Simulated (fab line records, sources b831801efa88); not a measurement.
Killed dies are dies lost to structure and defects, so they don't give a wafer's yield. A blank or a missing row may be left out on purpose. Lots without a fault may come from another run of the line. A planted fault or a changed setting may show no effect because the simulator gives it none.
A struck lot beside a sound one | flow sfq_line | 41 steps out of a route of 325
Sound: wafers L569.3, L569.4, L569.6. Struck: wafers L580.2, L580.4, L580.5. The cause comes at the end.
At each step with rows: each side's tool, then ch and its chambers, then its first start. Under that, the readings that differ: sound wafers | struck wafers | difference of the means | sigmas: that difference in standard deviations of wafers without a fault.
alike: readings whose means differ by less than 2 such deviations, and words and numbers that are the same on both sides. not compared: withheld readings, readings that some wafer has no value for, bounds like >300 that may hide the same value, and numbers for which the record gives no deviation and whose values overlap.
The two part at a step that has a row with sigmas, a row that says differs or no value, or rows on one side only. Numbers that don't overlap but have no deviation are shown without sigmas and don't part them. A reading that every wafer of one side lacks parts them only if that side has two wafers or more.

first, 6 steps without rows for these wafers: SFQ_TRILAYER_I3_VIA_LITHO_COAT_090 (resist thk 62 nm); SFQ_TRILAYER_I3_VIA_LITHO_COAT_085 (resist thk 650 nm); SFQ_TRILAYER_I3_VIA_LITHO_SOFTBAKE_089; SFQ_TRILAYER_I3_VIA_LITHO_EXPOSE_086 (exposes mask I3, target cd 500 nm); SFQ_TRILAYER_I3_VIA_LITHO_PEB_088 (peb time 60 s); SFQ_TRILAYER_I3_VIA_LITHO_DEVELOP_087 (time 60 s).
SFQ_I3_OVL_MEAS_923:
  sound on overlay-01, day 51 02:07; struck on overlay-01, day 55 11:34
  alike: I3_OVL
SFQ_TRILAYER_I3_VIA_BARC_OPEN_VIA_ETCH_121: etches BARC in O2, target depth 125 nm, time 41.7 s.
  sound on rie_diel-03 ch 1,2, day 51 02:08; struck on rie_diel-03 ch 0,1, day 55 11:35
  alike: drypump_motor_current_A, oes_product_au, rf_fwd_power_W
  not compared: rf_hours_counter_h
then, 4 steps without rows for these wafers: SFQ_TRILAYER_I3_VIA_ETCH_VIA_ETCH_088 (etches SiO2 in CHF3, stops on Nb, target depth 260 nm); SFQ_TRILAYER_I3_VIA_STRIP_STRIP_089 (strips in O2); SFQ_TRILAYER_I3_VIA_STRIP_SOLV_CLEAN_090 (cleans in NMP, time 600 s); SFQ_TRILAYER_M4_DEP_PRE_CLEAN_092 (time 22.5 s).
SFQ_TRILAYER_M4_DEP_SPUTTER_091: material Nb, target thk 200 nm, time 133.3 s.
  sound on pvd_sputter-03, day 51 03:42; struck on pvd_sputter-04, day 55 12:33
  reading                                             | sound           | struck          | difference | sigmas
  model.Nb_of_TRILAYER_M4_DEP_SPUTTER_091.thk_nm (nm) | 198.5 195.6 194 | 117 109.8 116.3 | -82        |
  alike: throttle_valve_pct
SFQ_M4_RS_MEAS_924: measures by four-point-probe.
  sound on film_metro-01, day 51 03:50; struck on film_metro-04, day 55 12:57
  reading           | sound             | struck            | difference | sigmas
  M4_NB_RS (ohm/sq) | 0.895 0.908 0.917 | 1.535 1.636 1.544 | +0.665     | +51
  not compared: hold
then, 5 steps without rows for these wafers: SFQ_TRILAYER_M4_LITHO_COAT_093 (resist thk 600 nm); SFQ_TRILAYER_M4_LITHO_SOFTBAKE_097; SFQ_TRILAYER_M4_LITHO_EXPOSE_094 (exposes mask M4, target cd 500 nm); SFQ_TRILAYER_M4_LITHO_PEB_096 (peb time 60 s); SFQ_TRILAYER_M4_LITHO_DEVELOP_095 (time 60 s).
-- the record jumps here: 5 days lie between the struck wafers' starts before and after --
SFQ_M4_OVL_MEAS_926:
  sound on overlay-02, day 56 16:50; struck on overlay-01, day 60 14:12
  alike: M4_OVL
then, 1 step without rows for these wafers: SFQ_TRILAYER_M4_BARC_OPEN_METAL_ETCH_123 (etches BARC in O2, target depth 125 nm, time 41.7 s).
SFQ_TRILAYER_M4_ETCH_METAL_ETCH_096: etches Nb in Cl2/Ar, stops on SiO2, target depth 240 nm, time 120 s.
  sound on rie_metal-02 ch 0,1, day 56 16:57; struck on rie_metal-01 ch 0,1, day 60 14:17
  reading               | sound             | struck            | difference | sigmas
  oes_product_au (a.u.) | 0.890 0.883 0.881 | 0.681 0.658 0.671 | -0.215     | -25
  alike: drypump_motor_current_A, rf_fwd_power_W
  not compared: rf_hours_counter_h
then, 2 steps without rows for these wafers: SFQ_TRILAYER_M4_STRIP_STRIP_097 (strips in O2); SFQ_TRILAYER_M4_STRIP_SOLV_CLEAN_098 (cleans in NMP, time 600 s).
SFQ_TRILAYER_I4_DEP_PECVD_099: deposits SiO2 from SiH4/N2O, time 111.11 s, target thk 500 nm.
  sound on pecvd-02 ch 0,1,2, day 56 17:50; struck on pecvd-02 ch 0,1,2, day 60 15:11
  alike: heater_power_w, rf_fwd_power_W, throttle_valve_pct
SFQ_TRILAYER_I4_CMP_CMP_100: polishes SiO2.
  sound on cmp-02 ch 1,2, day 56 18:34; struck on cmp-01 ch 0,2,3, day 60 15:52
  alike: motor_current_A, time_to_endpoint_s
SFQ_I4_BOW_MEAS_927:
  sound on film_metro-04, day 56 21:07; struck on film_metro-01, day 60 18:53
  alike: I4_BOW
then, 7 steps without rows for these wafers: SFQ_TRILAYER_I4_METRO_MEASURE_101; SFQ_TRILAYER_I4_VIA_LITHO_COAT_108 (resist thk 62 nm); SFQ_TRILAYER_I4_VIA_LITHO_COAT_103 (resist thk 650 nm); SFQ_TRILAYER_I4_VIA_LITHO_SOFTBAKE_107; SFQ_TRILAYER_I4_VIA_LITHO_EXPOSE_104 (exposes mask I4, target cd 700 nm); SFQ_TRILAYER_I4_VIA_LITHO_PEB_106 (peb time 60 s); SFQ_TRILAYER_I4_VIA_LITHO_DEVELOP_105 (time 60 s).
-- the record jumps here: 5 days lie between the struck wafers' starts before and after --
SFQ_I4_OVL_MEAS_928:
  sound on overlay-01, day 57 03:32; struck on overlay-02, day 65 12:48
  alike: I4_OVL
SFQ_TRILAYER_I4_VIA_BARC_OPEN_VIA_ETCH_146: etches BARC in O2, target depth 125 nm, time 41.7 s.
  sound on rie_diel-04 ch 0,1,3, day 57 03:34; struck on rie_diel-04 ch 0,1, day 65 12:50
  alike: drypump_motor_current_A, oes_product_au, rf_fwd_power_W
  not compared: rf_hours_counter_h
SFQ_TRILAYER_I4_VIA_ETCH_VIA_ETCH_106: etches SiO2 in CHF3, stops on Nb, target depth 260 nm.
  sound on rie_diel-04 ch 0,1,3, day 57 03:37; struck on rie_diel-04 ch 0,1, day 65 12:52
  alike: drypump_motor_current_A, oes_product_au, rf_fwd_power_W
then, 3 steps without rows for these wafers: SFQ_TRILAYER_I4_VIA_STRIP_STRIP_107 (strips in O2); SFQ_TRILAYER_I4_VIA_STRIP_SOLV_CLEAN_108 (cleans in NMP, time 600 s); SFQ_TRILAYER_JJ_TRILAYER_DEP_PRE_CLEAN_113 (time 22.5 s).
-- the record jumps here: 27 days lie between the struck wafers' starts before and after --
SFQ_M8_BOW_MEAS_951:
  sound on film_metro-02, day 77 23:57; struck on film_metro-02, day 92 01:48
  reading                 | sound              | struck            | difference | sigmas
  model.etest.m4.ohm_um   | 1.796 1.839 1.845  | 3.033 3.236 3.059 | +1.283     |
  model.etest.i3.link_ohm | 1.978 1.985 1.987  | 2.712 2.846 2.73  | +0.779     |
  model.etest.m4.ohm_sq   | 0.8969 0.91 0.9179 | 1.522 1.621 1.53  | +0.649     |
  model.etest.i4.link_ohm | 2.151 2.165 2.175  | 2.805 2.904 2.813 | +0.677     |
  alike: M8_BOW

WHERE THEY PART
First at SFQ_M4_RS_MEAS_924; last, within this record, at SFQ_TRILAYER_M4_ETCH_METAL_ETCH_096. Later steps at which nothing parts them and some readings are alike: SFQ_TRILAYER_I4_DEP_PECVD_099, SFQ_TRILAYER_I4_CMP_CMP_100, SFQ_I4_BOW_MEAS_927, SFQ_I4_OVL_MEAS_928, SFQ_TRILAYER_I4_VIA_BARC_OPEN_VIA_ETCH_146, SFQ_TRILAYER_I4_VIA_ETCH_VIA_ETCH_106, SFQ_M8_BOW_MEAS_951.

WHY: what the simulator had put in
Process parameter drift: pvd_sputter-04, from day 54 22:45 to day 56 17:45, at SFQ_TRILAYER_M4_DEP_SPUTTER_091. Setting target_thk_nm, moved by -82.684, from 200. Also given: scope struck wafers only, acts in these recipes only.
